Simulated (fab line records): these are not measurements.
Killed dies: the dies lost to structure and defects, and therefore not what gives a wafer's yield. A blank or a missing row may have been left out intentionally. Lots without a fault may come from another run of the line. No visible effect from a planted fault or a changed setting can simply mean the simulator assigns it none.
Chamber matching || flow gf180mcu || GF_HV_LDD_ETCHBACK_58 on rie-diel-03 has 4 sister chambers
The step etches Si3N4 in CH3F/O2, stops on SiO2, time 100 s, target depth 90 nm. 4 wafers are shown with their chamber, then 12 later ones without.

WAFERS, EACH WITH ITS CHAMBER
{"wafer": "L084.4", "chamber": 2, "drypump-motor-current-A (A)": 5.9}
{"wafer": "L086.5", "chamber": 3, "drypump-motor-current-A (A)": 6.6}
{"wafer": "L087.1", "chamber": 1, "drypump-motor-current-A (A)": 6.5}
{"wafer": "L087.5", "chamber": 0, "drypump-motor-current-A (A)": 5.5}

WAFERS MISSING THEIR CHAMBER
{"wafer": "L090.1", "drypump-motor-current-A (A)": 6.5}
{"wafer": "L090.2", "drypump-motor-current-A (A)": 5.9}
{"wafer": "L090.3", "drypump-motor-current-A (A)": 5.6}
{"wafer": "L091.2", "drypump-motor-current-A (A)": 6.5}
{"wafer": "L091.5", "drypump-motor-current-A (A)": 5.6}
{"wafer": "L091.6", "drypump-motor-current-A (A)": 6.5}
{"wafer": "L092.3", "drypump-motor-current-A (A)": 5.9}
{"wafer": "L092.5", "drypump-motor-current-A (A)": 5.6}
{"wafer": "L092.6", "drypump-motor-current-A (A)": 6.6}
{"wafer": "L095.2", "drypump-motor-current-A (A)": 6.6}
{"wafer": "L095.4", "drypump-motor-current-A (A)": 5.6}
{"wafer": "L095.6", "drypump-motor-current-A (A)": 5.9}

WHICH CHAMBER EACH ONE RAN IN
{"wafer": "L090.1", "from the rows above": "can't be placed: 1 or 3", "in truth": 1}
{"wafer": "L090.2", "from the rows above": 2, "in truth": 2}
{"wafer": "L090.3", "from the rows above": 0, "in truth": 0}
{"wafer": "L091.2", "from the rows above": "can't be placed: 1 or 3", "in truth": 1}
{"wafer": "L091.5", "from the rows above": 0, "in truth": 0}
{"wafer": "L091.6", "from the rows above": "can't be placed: 1 or 3", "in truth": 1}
{"wafer": "L092.3", "from the rows above": 2, "in truth": 2}
{"wafer": "L092.5", "from the rows above": 0, "in truth": 0}
{"wafer": "L092.6", "from the rows above": "can't be placed: 3 or 1", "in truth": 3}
{"wafer": "L095.2", "from the rows above": "can't be placed: 3 or 1", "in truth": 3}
{"wafer": "L095.4", "from the rows above": 0, "in truth": 0}
{"wafer": "L095.6", "from the rows above": 2, "in truth": 2}
7 of 12 placed correctly. From these rows, 5 cannot be placed; in 5 the true chamber is one of the candidates. Placed wrongly: 0.
How it was worked out, from the rows above alone: a wafer's distance from a chamber is the root of the sum, over the readings, of the square of ((its reading less the chamber's mean) divided by the reading's scatter). If the next closest chamber is less than 2 further off than the closest, the wafer can't be placed; otherwise it belongs to the closest. For every chamber, the mean is computed from those of its wafers that are shown. The scatter: root of mean squared gap, hidden wafer to nearest shown wafer, with one shown wafer a chamber.
